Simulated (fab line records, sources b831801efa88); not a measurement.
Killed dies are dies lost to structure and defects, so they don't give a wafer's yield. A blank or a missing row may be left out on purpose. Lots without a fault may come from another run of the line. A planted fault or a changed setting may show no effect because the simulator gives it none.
Which tool did it? | flow gf180mcu | 24 lots, 72 wafers sampled, at 6 steps of a route of 602

WHAT THE GAUGES READ, wafer by wafer
GF_V3_THK_MEAS_03. Usual: V3_CVD_02_THK 849 nm, standard deviation 13.
lot  | measured     | on            | V3_CVD_02_THK (nm) | flag
L074 | day 21 07:21 | film_metro-01 | 828 842 850        |
L075 | day 21 14:37 | film_metro-01 | 849 838 856        |
L076 | day 22 04:50 | film_metro-03 | 854 853 875        |
L077 | day 22 12:11 | film_metro-02 | 850 865 859        |
L078 | day 22 19:40 | film_metro-02 | 848 846 857        |
L079 | day 23 13:07 | film_metro-01 | 862 852 844        |
L080 | day 23 20:01 | film_metro-02 | 838 848 848        |
L081 | day 23 23:18 | film_metro-03 | 840 850 871        |
L082 | day 24 10:15 | film_metro-02 | 857 874 849        |
L083 | day 24 13:59 | film_metro-02 | 823 834 842        |
L084 | day 25 00:43 | film_metro-01 | 850 855 857        |
L085 | day 25 06:26 | film_metro-03 | 838 832 861        |
L086 | day 25 11:35 | film_metro-03 | 848 862 859        |
L087 | day 26 04:43 | film_metro-03 | 853 871 864        |
L088 | day 26 07:49 | film_metro-02 | 838 839 856        |
L089 | day 26 14:37 | film_metro-02 | 848 863 867        |
L090 | day 26 19:02 | film_metro-01 | 819 833 824        |
L091 | day 27 05:19 | film_metro-03 | 823 829 845        |
L092 | day 27 18:08 | film_metro-03 | 829 837 845        |
L093 | day 28 01:15 | film_metro-02 | 832 841 863        |
L094 | day 28 06:52 | film_metro-03 | 837 849 844        |
L095 | day 28 09:51 | film_metro-03 | 851 843 868        |
L097 | day 29 00:23 | film_metro-02 | 842 849 854        |
L096 | day 29 02:00 | film_metro-02 | 844 844 870        |

GF_V4_OVL_MEAS_15. Usual: V4_OVL 3 nm, standard deviation 5.6.
lot  | measured     | on         | V4_OVL (nm) | flag
L074 | day 24 09:05 | overlay-02 | -5 5 10     |
L075 | day 24 13:40 | overlay-02 | 12 9 7      |
L076 | day 25 04:11 | overlay-02 | 7 2 9       |
L077 | day 25 11:02 | overlay-01 | 13 8 8      |
L078 | day 25 18:04 | overlay-02 | 0 2 4       |
L079 | day 26 10:46 | overlay-02 | -2 -2 4     |
L080 | day 26 16:19 | overlay-02 | 3 -3 -1     |
L081 | day 26 18:41 | overlay-02 | 6 1 2       |
L082 | day 27 04:04 | overlay-01 | 1 -3 3      |
L083 | day 27 08:59 | overlay-02 | 1 7 2       |
L084 | day 27 18:29 | overlay-01 | -5 -7 -2    |
L085 | day 27 23:07 | overlay-01 | -1 -3 -2    |
L086 | day 28 04:13 | overlay-01 | 3 4 -2      |
L087 | day 28 20:41 | overlay-01 | 4 14 7      |
L088 | day 28 23:43 | overlay-02 | -5 1 -3     |
L089 | day 29 05:29 | overlay-02 | 5 7 7       |
L090 | day 29 09:26 | overlay-01 | 4 4 3       |
L091 | day 29 19:35 | overlay-02 | 9 -3 2      |
L092 | day 30 07:32 | overlay-02 | -14 -3 -10  |
L093 | day 30 13:10 | overlay-02 | 6 3 6       |
L094 | day 30 19:25 | overlay-02 | 7 0 -4      |
L095 | day 30 21:46 | overlay-02 | 5 -4 0      |
L097 | day 31 10:58 | overlay-02 | 11 14 15    |
L096 | day 31 12:16 | overlay-01 | 4 -1 -3     |

GF_M5_OVL_MEAS_08. Usual: M5_OVL 3 nm, standard deviation 6.
lot  | measured     | on         | M5_OVL (nm) | flag
L074 | day 26 05:31 | overlay-02 | -1 6 7      |
L075 | day 26 11:30 | overlay-02 | -3 -5 2     |
L076 | day 26 23:34 | overlay-01 | 7 -7 -1     |
L077 | day 27 06:26 | overlay-02 | 0 -3 2      |
L078 | day 27 13:05 | overlay-01 | 0 -2 9      |
L079 | day 28 05:50 | overlay-01 | -5 1 2      |
L080 | day 28 10:35 | overlay-02 | 5 4 -4      |
L081 | day 28 12:29 | overlay-01 | 8 -1 11     |
L082 | day 28 22:56 | overlay-01 | -5 4 0      |
L083 | day 29 02:38 | overlay-01 | -7 3 -1     |
L084 | day 29 11:38 | overlay-01 | 1 0 2       |
L085 | day 29 15:27 | overlay-01 | -2 3 1      |
L086 | day 29 20:52 | overlay-01 | -3 1 -1     |
L087 | day 30 13:10 | overlay-01 | -14 -10 -7  |
L088 | day 30 14:46 | overlay-01 | 0 8 7       |
L089 | day 30 20:04 | overlay-02 | 12 6 6      |
L090 | day 30 23:14 | overlay-01 | 9 8 11      |
L091 | day 31 10:21 | overlay-01 | 13 4 13     |
L092 | day 31 19:55 | overlay-02 | 8 6 4       |
L093 | day 32 01:50 | overlay-02 | 6 4 4       |
L094 | day 32 08:22 | overlay-01 | 6 13 9      |
L095 | day 32 10:05 | overlay-02 | 13 2 9      |
L097 | day 32 22:40 | overlay-02 | 2 2 5       |
L096 | day 33 00:02 | overlay-02 | 4 4 10      |

GF_V5_THK_MEAS_01. Usual: V5_CVD_00_THK 301 nm, standard deviation 3.3.
lot  | measured     | on            | V5_CVD_00_THK (nm) | flag
L074 | day 26 06:17 | film_metro-01 | 298 303 301        |
L075 | day 26 12:16 | film_metro-02 | 305 299 303        |
L076 | day 27 00:20 | film_metro-03 | 302 303 297        |
L077 | day 27 07:20 | film_metro-01 | 300 303 307        |
L078 | day 27 13:51 | film_metro-03 | 305 307 307        |
L079 | day 28 06:36 | film_metro-03 | 299 295 300        |
L080 | day 28 11:31 | film_metro-03 | 298 295 301        |
L081 | day 28 13:16 | film_metro-02 | 304 305 301        |
L082 | day 28 23:46 | film_metro-03 | 303 298 300        |
L083 | day 29 03:34 | film_metro-02 | 296 297 298        |
L084 | day 29 12:27 | film_metro-03 | 297 297 300        |
L085 | day 29 16:23 | film_metro-02 | 298 304 299        |
L086 | day 29 21:40 | film_metro-01 | 303 301 296        |
L087 | day 30 13:58 | film_metro-02 | 299 298 299        |
L088 | day 30 15:32 | film_metro-01 | 296 301 299        |
L089 | day 30 20:52 | film_metro-01 | 302 308 304        |
L090 | day 31 00:02 | film_metro-03 | 298 297 300        |
L091 | day 31 11:09 | film_metro-01 | 301 299 304        |
L092 | day 31 20:44 | film_metro-02 | 297 303 296        |
L093 | day 32 02:40 | film_metro-02 | 307 300 300        |
L094 | day 32 09:08 | film_metro-02 | 296 306 304        |
L095 | day 32 11:02 | film_metro-02 | 304 303 303        |
L097 | day 32 23:26 | film_metro-01 | 304 305 303        |
L096 | day 33 00:48 | film_metro-02 | 298 301 296        |

WHICH TOOL RAN EACH LOT (tool, then ch and the chambers of the sampled wafers, then the start)
lot  | GF_M4_STRIP_17                       | GF_M5_METAL_ETCH_10
L074 | plasma_asher-03 ch 1, day 23 09:08   | rie_metal-02 ch 0,1, day 26 05:34
L075 | plasma_asher-03 ch 0,1, day 23 14:25 | rie_metal-01 ch 0,1, day 26 11:34
L076 | plasma_asher-03 ch 0, day 24 04:22   | rie_metal-03 ch 1, day 26 23:38
L077 | plasma_asher-01 ch 0,1, day 24 11:42 | rie_metal-02 ch 1, day 27 06:36
L078 | plasma_asher-01 ch 0,1, day 24 19:04 | rie_metal-01 ch 0,1, day 27 13:08
L079 | plasma_asher-01 ch 0,1, day 25 12:38 | rie_metal-01 ch 0,1, day 28 05:53
L080 | plasma_asher-01 ch 0,1, day 25 18:19 | rie_metal-01 ch 1, day 28 10:40
L081 | plasma_asher-03 ch 0,1, day 25 20:27 | rie_metal-02 ch 0,1, day 28 12:32
L082 | plasma_asher-01 ch 0,1, day 26 06:42 | rie_metal-01 ch 1, day 28 22:59
L083 | plasma_asher-01 ch 0,1, day 26 10:45 | rie_metal-03 ch 0, day 29 02:47
L084 | plasma_asher-03 ch 0,1, day 26 21:08 | rie_metal-01 ch 0, day 29 11:41
L085 | plasma_asher-01 ch 0,1, day 27 01:55 | rie_metal-03 ch 0, day 29 15:31
L086 | plasma_asher-03 ch 0, day 27 06:57   | rie_metal-01 ch 0,1, day 29 20:56
L087 | plasma_asher-02 ch 0,1, day 27 23:31 | rie_metal-02 ch 0,1, day 30 13:13
L088 | plasma_asher-02 ch 0,1, day 28 02:54 | rie_metal-03 ch 1, day 30 14:49
L089 | plasma_asher-02 ch 0,1, day 28 08:43 | rie_metal-02 ch 0,1, day 30 20:08
L090 | plasma_asher-01 ch 0,1, day 28 13:31 | rie_metal-02 ch 0,1, day 30 23:19
L091 | plasma_asher-01 ch 0,1, day 29 00:01 | rie_metal-02 ch 0,1, day 31 10:25
L092 | plasma_asher-01 ch 0,1, day 29 11:17 | rie_metal-02 ch 0,1, day 31 19:58
L093 | plasma_asher-02 ch 1, day 29 17:26   | rie_metal-02 ch 1, day 32 01:53
L094 | plasma_asher-03 ch 0,1, day 29 23:55 | rie_metal-02 ch 0,1, day 32 08:25
L095 | plasma_asher-02 ch 0,1, day 30 02:28 | rie_metal-03 ch 1, day 32 10:11
L097 | plasma_asher-01 ch 0,1, day 30 15:05 | rie_metal-01 ch 0,1, day 32 22:43
L096 | plasma_asher-03 ch 0,1, day 30 17:34 | rie_metal-01 ch 1, day 33 00:05
- GF_M4_STRIP_17: strips in O2/N2.
- GF_M5_METAL_ETCH_10: etches the open film in Cl2/BCl3, stops on SiO2, target depth 750.8 nm, time 125.1 s.

WHAT THE TOOLS THEMSELVES READ (means of the sampled wafers that have a number; where no wafer has one, the mark that the record gives instead)
GF_M4_STRIP_17. Usual: drypump_motor_current_A 5.4 A, standard deviation 0.4; heater_power_w 338 W, standard deviation 38; oes_product_au 0.537 a.u., standard deviation 0.0049; strip_time_to_endpoint_s 7.39 s, standard deviation 0.059.
lot  | tool            | drypump_motor_current_A (A) | heater_power_w (W) | oes_product_au (a.u.) | strip_time_to_endpoint_s (s) | flag
L074 | plasma_asher-03 | 6.0                         | 338                | 0.537                 | 7.42                         |
L075 | plasma_asher-03 | 5.9                         | 321                | 0.538                 | 7.44                         |
L076 | plasma_asher-03 | 5.4                         | 295                | 0.542                 | 7.45                         |
L077 | plasma_asher-01 | 5.4                         | 338                | 0.539                 | 7.41                         |
L078 | plasma_asher-01 | 5.4                         | 348                | 0.538                 | 7.42                         |
L079 | plasma_asher-01 | 5.1                         | 336                | 0.539                 | 7.34                         |
L080 | plasma_asher-01 | 5.1                         | 332                | 0.531                 | 7.34                         |
L081 | plasma_asher-03 | 5.8                         | 315                | 0.536                 | 7.41                         |
L082 | plasma_asher-01 | 5.1                         | 337                | 0.535                 | 7.32                         |
L083 | plasma_asher-01 | 5.1                         | 337                | 0.537                 | 7.38                         |
L084 | plasma_asher-03 | 5.9                         | 323                | 0.538                 | 7.41                         |
L085 | plasma_asher-01 | 5.1                         | 338                | 0.535                 | 7.46                         |
L086 | plasma_asher-03 | 5.4                         | 295                | 0.539                 | 7.40                         |
L087 | plasma_asher-02 | 5.2                         | 399                | 0.533                 | 7.37                         |
L088 | plasma_asher-02 | 5.2                         | 351                | 0.535                 | 7.35                         |
L089 | plasma_asher-02 | 5.2                         | 352                | 0.537                 | 7.35                         |
L090 | plasma_asher-01 | 5.1                         | 333                | 0.542                 | 7.47                         |
L091 | plasma_asher-01 | 5.1                         | 332                | 0.532                 | 7.36                         |
L092 | plasma_asher-01 | 5.1                         | 335                | 0.538                 | 7.42                         |
L093 | plasma_asher-02 | 5.3                         | 312                | 0.538                 | 7.38                         |
L094 | plasma_asher-03 | 5.6                         | 303                | 0.538                 | 7.35                         |
L095 | plasma_asher-02 | 5.2                         | 352                | 0.542                 | 7.42                         |
L097 | plasma_asher-01 | 5.1                         | 336                | 0.540                 | 7.41                         |
L096 | plasma_asher-03 | 5.6                         | 309                | 0.544                 | 7.40                         |

GF_M5_METAL_ETCH_10. Usual: drypump_motor_current_A 6.0 A, standard deviation 0.41; oes_product_au 0.990 a.u., standard deviation 0.0058; throttle_valve_pct 28.230 %, standard deviation 0.0099.
lot  | tool         | drypump_motor_current_A (A) | oes_product_au (a.u.) | throttle_valve_pct (%) | flag
L074 | rie_metal-02 | 6.1                         | 0.992                 | 28.236                 |
L075 | rie_metal-01 | 5.9                         | 0.994                 | 28.231                 |
L076 | rie_metal-03 | 5.9                         | 0.982                 | 28.236                 |
L077 | rie_metal-02 | 6.2                         | 0.982                 | 28.232                 |
L078 | rie_metal-01 | 5.8                         | 0.992                 | 28.222                 |
L079 | rie_metal-01 | 5.8                         | 0.997                 | 28.229                 |
L080 | rie_metal-01 | 5.2                         | 0.991                 | 28.231                 |
L081 | rie_metal-02 | 6.1                         | 0.991                 | 28.232                 |
L082 | rie_metal-01 | 5.2                         | 0.989                 | 28.228                 |
L083 | rie_metal-03 | 6.5                         | 0.987                 | 28.234                 |
L084 | rie_metal-01 | 6.1                         | 0.994                 | 28.222                 |
L085 | rie_metal-03 | 6.5                         | 0.990                 | 28.220                 |
L086 | rie_metal-01 | 5.8                         | 0.991                 | 28.220                 |
L087 | rie_metal-02 | 6.1                         | 0.993                 | 28.235                 |
L088 | rie_metal-03 | 5.9                         | 0.992                 | 28.235                 |
L089 | rie_metal-02 | 6.1                         | 0.986                 | 28.231                 |
L090 | rie_metal-02 | 6.1                         | 0.988                 | 28.230                 |
L091 | rie_metal-02 | 6.1                         | 0.988                 | 28.236                 |
L092 | rie_metal-02 | 6.1                         | 0.986                 | 28.233                 |
L093 | rie_metal-02 | 6.2                         | 0.994                 | 28.230                 |
L094 | rie_metal-02 | 6.1                         | 0.988                 | 28.229                 |
L095 | rie_metal-03 | 5.9                         | 0.992                 | 28.244                 |
L097 | rie_metal-01 | 5.5                         | 0.987                 | 28.229                 |
L096 | rie_metal-01 | 5.2                         | 0.987                 | 28.226                 |

THE ANSWER, worked out from the rows above alone
Rule: a lot is off if the mean of its wafers that have a number lies more than 3 standard deviations from the usual mean. A lot without any number at a reading at which 4 lots or more have one is off too. The other lots that the step has rows for count as sound. The gauges are gone through in route order, then the tools' own readings, and for those a lot's mean is taken as printed above. The first step at which some lot is off is used, and at that step the reading that is off furthest; a lot without a number counts as furthest.
No lot is off at any reading shown: from this, nothing can be told.

WHAT THE SIMULATOR HAD PUT IN
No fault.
